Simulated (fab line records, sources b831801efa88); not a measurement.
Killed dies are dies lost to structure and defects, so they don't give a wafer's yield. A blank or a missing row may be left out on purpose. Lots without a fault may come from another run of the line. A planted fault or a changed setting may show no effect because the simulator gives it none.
fab line records | flow sky130
record lots=12 wafers=36 last_day=50
route steps=708 shown METAL1@453 VIA1@461 METAL2@497 PAD_OPEN@708
lots that met no fault: from a run of the same line without faults
start_h: hours from the record's first day to the start of the lot's first wafer shown | wait_h: hours since the lot's step before | " the same as in the row above | L1.1+2: a row that stands for several wafers | - no value, or no start given | * or withheld: withheld | < > ~ a bound
route shown NAME@n: a module of which the file shows steps, and the number in the route of the first | usual: mean/standard deviation of fault-free wafers | same: alike in all rows | chamber/n: place in a boat | sites: the reading at each site | _std_site: their standard deviation | _edge_site: outer sites' mean less inner sites' | radius_mm: how far each site lies from the wafer's centre | mask NAME#n: copy n | behind: the tool/chamber that last shaped the wafer | hold: why the lot was held/for how many hours/how that ended | device: the transistor (n, p or np) that didn't switch | end of line: the same wafers' tests at the end of the route | a step without rows: its recipe alone | killed: dies lost to structure and defects at the first sort, not the wafer's yield | map: a wafer's dies, x killed, . not, _ none there
set.NAME: the setting as run; set.NAME@STEP: as run at that earlier step | model.NAME: the simulator's own value behind a step, which no gauge read
steps of the route over a sample of lots; a table a step, a row a wafer
services: from which hour (start_h, from the record's first day; less than 0 if before it) a tool's chamber was out of use, for how many hours, and why
## steps
# step SKY_METAL1_METAL_ETCH_19
# recipe target_depth_a=3600 stop_on=SiO2 over_etch_frac=0.3 time_s=78 chemistry=Cl2/BCl3 resist_sidewall_deg=88 pressure_mtorr=10 icp_w=900 bias_w=48.5 Cl2_flow_sccm=60 bcl3_flow_sccm=30
# usual drypump_motor_current_A=5.5/0.43 he_backside_leak_sccm=3.37/0.3 oes_product_au=0.853/0.006 throttle_valve_pct=22.263/0.0091
# columns lot.wafer tool chamber start_h wait_h drypump_motor_current_A he_backside_leak_sccm oes_product_au rf_hours_counter_h throttle_valve_pct
L538.1 rie_metal-02 0 763.49 0.0 5.2 3.47 0.849 6 22.256
L538.3 " 0 " " 5.2 3.79 0.853 - 22.263
L538.4 " 1 " " 5.0 3.03 0.860 - 22.261
L539.4 rie_metal-04 0 765.97 0.1 5.9 3.73 0.853 - 22.262
L539.5 " 0 " " 5.9 3.47 0.860 - 22.261
L539.6 " 1 " " 5.5 3.44 0.856 - 22.269
L544.1 rie_metal-03 0 811.11 0.0 6.2 3.16 0.845 1 22.277
L544.3 " 1 " " 5.9 3.28 0.853 - 22.255
L544.6 " 1 " " 5.9 3.31 0.849 - 22.266
L545.3 rie_metal-03 1 822.91 0.1 5.9 3.18 0.848 - 22.257
L545.4 " 0 " " 6.2 3.08 0.859 - 22.261
L545.6 " 0 " " 6.2 3.05 0.862 - 22.266
L546.4 rie_metal-04 0 825.26 0.1 6.0 3.48 0.851 - 22.271
L546.5 " 1 " " 5.5 3.48 0.842 - 22.258
L546.6 " 0 " " 5.9 3.56 0.852 - 22.267
L547.1 rie_metal-02 1 839.11 0.0 5.1 3.03 0.863 6 22.250
L547.2 " 0 " " 5.2 3.87 0.869 9 22.271
L547.4 " 0 " " 5.2 3.83 0.872 - 22.269
L549.1 rie_metal-03 0 847.78 0.0 6.2 3.18 0.853 3 22.263
L549.4 " 0 " " 6.2 3.09 0.843 - 22.268
L549.6 " 1 " " 5.9 3.20 0.860 - 22.282
L548.2 rie_metal-02 1 848.73 0.0 5.0 3.17 0.848 6 22.268
L548.5 " 0 " " 5.2 3.83 0.851 - 22.271
L548.6 " 1 " " 5.0 3.10 0.853 - 22.267
L555.1 rie_metal-04 0 896.34 0.0 5.9 3.47 0.840 10 22.257
L555.3 " 0 " " 5.9 3.77 0.852 - 22.266
L555.6 " 1 " " 5.5 3.30 0.845 - 22.273
L556.1 rie_metal-02 1 902.58 0.0 5.0 3.16 0.854 9 22.269
L556.3 " 1 " " 5.0 3.29 0.855 - 22.264
L556.5 " 1 " " 5.0 3.22 0.856 - 22.256
L559.2 rie_metal-03 0 921.33 0.0 6.2 3.11 0.852 6 22.266
L559.5 " 1 " " 5.9 3.23 0.858 - 22.269
L559.6 " 0 " " 6.2 3.05 0.853 - 22.268
L561.2 rie_metal-04 1 950.28 0.0 5.5 3.17 0.840 12 22.266
L561.4 " 0 " " 5.9 3.55 0.848 - 22.281
L561.5 " 1 " " 5.5 3.42 0.849 - 22.247
# step SKY_VIA1_BOW_MEAS_03
# recipe mode=bow
# usual VIA1_BOW=82/7.4
# columns lot.wafer tool chamber start_h wait_h VIA1_BOW[um]
L538.1 film_metro-02 - 764.65 0.2 92
L538.3 " - " " 92
L538.4 " - " " 90
L539.4 film_metro-02 - 767.24 0.2 84
L539.5 " - " " 72
L539.6 " - " " 87
L544.1 film_metro-02 - 812.31 0.2 72
L544.3 " - " " 80
L544.6 " - " " 72
L545.3 film_metro-03 - 824.15 0.3 74
L545.4 " - " " 87
L545.6 " - " " 84
L546.4 film_metro-04 - 826.47 0.3 77
L546.5 " - " " 77
L546.6 " - " " 81
L547.1 film_metro-03 - 840.36 0.2 85
L547.2 " - " " 78
L547.4 " - " " 85
L549.1 film_metro-04 - 848.97 0.2 71
L549.4 " - " " 74
L549.6 " - " " 89
L548.2 film_metro-02 - 849.94 0.1 72
L548.5 " - " " 70
L548.6 " - " " 83
L555.1 film_metro-03 - 897.54 0.2 92
L555.3 " - " " 94
L555.6 " - " " 90
L556.1 film_metro-03 - 903.77 0.2 90
L556.3 " - " " 87
L556.5 " - " " 61
L559.2 film_metro-02 - 922.54 0.2 73
L559.5 " - " " 75
L559.6 " - " " 73
L561.2 film_metro-02 - 951.50 0.1 73
L561.4 " - " " 87
L561.5 " - " " 77
# step SKY_METAL2_DEVELOP_14
# recipe develop_time_s=60 resist=KrF-thick dev_temp_c=21
# usual developer_temp_C=20.99/0.12
# columns lot.wafer tool chamber start_h wait_h developer_temp_C
L538.1 litho_track-04 0 818 - 21.11
L538.3 " 0 " " 21.05
L538.4 " 0 " " 21.15
L539.4 litho_track-01 0 821 - 21.11
L539.5 " 0 " " 21.08
L539.6 " 0 " " 21.08
L544.1 litho_track-03 0 866 - 20.84
L544.3 " 0 " " 20.95
L544.6 " 0 " " 20.98
L545.3 litho_track-04 0 878 - 20.82
L545.4 " 0 " " 20.97
L545.6 " 0 " " 20.89
L546.4 litho_track-04 0 879 - 20.75
L546.5 " 0 " " 20.87
L546.6 " 0 " " 20.66
L547.1 litho_track-03 0 893 - 20.77
L547.2 " 0 " " 20.72
L547.4 " 0 " " 20.81
L549.1 litho_track-04 0 902 - 20.92
L549.4 " 0 " " 20.82
L549.6 " 0 " " 21.19
L548.2 litho_track-04 0 903 - 21.02
L548.5 " 0 " " 21.02
L548.6 " 0 " " 21.16
L555.1 litho_track-01 0 948 - 20.97
L555.3 " 0 " " 20.87
L555.6 " 0 " " 21.03
L556.1 litho_track-03 0 954 - 21.03
L556.3 " 0 " " 21.02
L556.5 " 0 " " 21.03
L559.2 litho_track-04 0 972 - 20.99
L559.5 " 0 " " 21.24
L559.6 " 0 " " 21.04
L561.2 litho_track-04 0 1000 - 21.03
L561.4 " 0 " " 20.90
L561.5 " 0 " " 21.07
# step SKY_METAL2_CD_MEAS_15
# recipe target_cd_nm=140
# usual cd_nm=140.0/1.6
# columns lot.wafer tool chamber start_h wait_h cd_nm
L538.1 cd_sem-02 - 818.46 - 137.7
L538.3 " - " " 138.3
L538.4 " - " " 137.1
L539.4 cd_sem-01 - 821.23 - 140.7
L539.5 " - " " 142.8
L539.6 " - " " 140.3
L544.1 cd_sem-01 - 866.89 - 140.4
L544.3 " - " " 140.3
L544.6 " - " " 139.6
L545.3 cd_sem-02 - 878.70 - 142.1
L545.4 " - " " 139.7
L545.6 " - " " 140.3
L546.4 cd_sem-02 - 879.77 - 135.8
L546.5 " - " " 137.9
L546.6 " - " " 136.7
L547.1 cd_sem-02 - 893.19 - 140.7
L547.2 " - " " 141.7
L547.4 " - " " 141.3
L549.1 cd_sem-02 - 902.61 - 135.2
L549.4 " - " " 135.4
L549.6 " - " " 134.4
L548.2 cd_sem-01 - 903.28 - 133.3
L548.5 " - " " 133.1
L548.6 " - " " 135.3
L555.1 cd_sem-02 - 948.22 - 139.8
L555.3 " - " " 140.2
L555.6 " - " " 139.6
L556.1 cd_sem-02 - 954.49 - 141.3
L556.3 " - " " 138.5
L556.5 " - " " 137.6
L559.2 cd_sem-02 - 972.38 - 137.3
L559.5 " - " " 139.8
L559.6 " - " " 138.9
L561.2 cd_sem-02 - 1000.48 - 141.7
L561.4 " - " " 143.0
L561.5 " - " " 142.5
# step SKY_METAL2_OVL_MEAS_16
# usual METAL2_OVL=-1/6.7
# columns lot.wafer tool chamber start_h wait_h METAL2_OVL[nm]
L538.1 overlay-02 - 818.58 0.1 -3
L538.3 " - " " -4
L538.4 " - " " 1
L539.4 overlay-01 - 821.31 0.1 3
L539.5 " - " " 4
L539.6 " - " " -1
L544.1 overlay-02 - 867.01 0.1 7
L544.3 " - " " -1
L544.6 " - " " -5
L545.3 overlay-01 - 878.79 0.1 1
L545.4 " - " " 1
L545.6 " - " " 7
L546.4 overlay-01 - 879.85 0.1 3
L546.5 " - " " 3
L546.6 " - " " 2
L547.1 overlay-02 - 893.31 0.1 7
L547.2 " - " " 2
L547.4 " - " " 10
L549.1 overlay-02 - 902.73 0.1 4
L549.4 " - " " 1
L549.6 " - " " 4
L548.2 overlay-01 - 903.39 0.1 2
L548.5 " - " " -10
L548.6 " - " " -3
L555.1 overlay-01 - 948.34 0.1 9
L555.3 " - " " -5
L555.6 " - " " -4
L556.1 overlay-01 - 954.61 0.1 -8
L556.3 " - " " -14
L556.5 " - " " -19
L559.2 overlay-01 - 972.49 0.1 -4
L559.5 " - " " -3
L559.6 " - " " -5
L561.2 overlay-01 - 1000.59 0.1 -8
L561.4 " - " " 1
L561.5 " - " " -1
# step SKY_PAD_OPEN_PROBE_99
# usual defect_limited_yield=82.6/2.1 killed_at_M0_to_M3=44/7.5 killed_at_M4_up=3.1/1.7 killed_at_contacts=24/6.2 killed_at_front_end=15/4.2 killed_at_other=0.4/0.58 killed_dies=85/10 killed_open=47/7.7 killed_short=38/6.4 sort_bin_3_pad_short=0.8/0.41 sort_bin_5_function=10.3/1.7 sort_bin_6_memory=6.2/1.1 sort_n_pass=407/10 sort_yield_pct=82.6/2.1
# same gross_dies=492 killed_at_back_side=0 sort_bin_4_leakage[%]=0 sort_bin_8_speed[%]=0
# columns lot.wafer tool chamber start_h wait_h defect_limited_yield[%] killed_at_M0_to_M3 killed_at_M4_up killed_at_contacts killed_at_front_end killed_at_other killed_dies killed_open killed_short sort_bin_3_pad_short[%] sort_bin_5_function[%] sort_bin_6_memory[%] sort_n_pass sort_yield_pct[%]
L549.1 prober-01 - 1137.83 0.1 82.3 37 0 41 9 0 87 56 31 0.6 10.8 6.3 405 82.3
L549.4 prober-01 - 1137.98 0.2 80.3 49 3 29 15 1 97 57 37 1.4 12.2 6.1 395 80.3
L549.6 prober-01 - 1138.08 0.2 82.1 38 3 32 15 0 88 57 31 1.2 9.6 7.1 404 82.1
# killed by level:class
L549.1 CONTACT:geometric_particle:open=18 VIA1:geometric_particle:open=12 CONTACT:geometric_particle:short=8 LI_CONTACT:geometric_particle:open=8 VIA2:geometric_particle:open=6 LI_CONTACT:geometric_particle:short=5 VIA1:geometric_particle:short=5 FIELD_ISO:geometric_particle:open=3
L549.4 VIA1:geometric_particle:open=18 CONTACT:geometric_particle:open=8 LI_CONTACT:geometric_particle:open=6 CONTACT:geometric_particle:short=6 VIA3:geometric_particle:open=6 METAL1:geometric_particle:short=5 METAL2:geometric_particle:short=5 VIA2:geometric_particle:open=5
L549.6 LI_CONTACT:geometric_particle:open=11 CONTACT:geometric_particle:open=11 VIA2:geometric_particle:open=9 VIA3:geometric_particle:open=9 VIA1:geometric_particle:open=6 FIELD_ISO:geometric_particle:short=5 LI_CONTACT:geometric_particle:short=5 FIELD_ISO:geometric_particle:open=3
## services
# columns tool chamber start_h hours kind
rie_metal-02 - 739.69 2.8 pm
rie_metal-03 0 754.35 - clean
rie_metal-03 0 754.35 24.3 scheduled_down
rie_metal-03 0 754.35 24.3 vent_cycle
rie_metal-02 - 849.35 0.2 repair
rie_metal-04 - 865.22 14.6 pm
rie_metal-02 0 892.33 1.4 repair
rie_metal-03 1 909.49 4.4 repair
rie_metal-04 - 966.03 0.4 repair
## key
first_sign step=SKY_METAL2_CD_MEAS_15 reading=cd_nm direction=down sigmas=3.5 usual=140.0 struck=134.4
effect none on later readings
met_at SKY_METAL2_DEVELOP_14
struck_lots L548,L549
not_acting_at SKY_METAL1_METAL_ETCH_19,SKY_VIA1_BOW_MEAS_03,SKY_METAL2_OVL_MEAS_16
onset_between 879 902
fault kind=process_parameter_drift tool=litho_track-04 chamber=- onset_h=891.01 steps=SKY_METAL2_DEVELOP_14 channel=develop_time_s offset=* shape=step end_h=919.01 acts_in=* stated=*
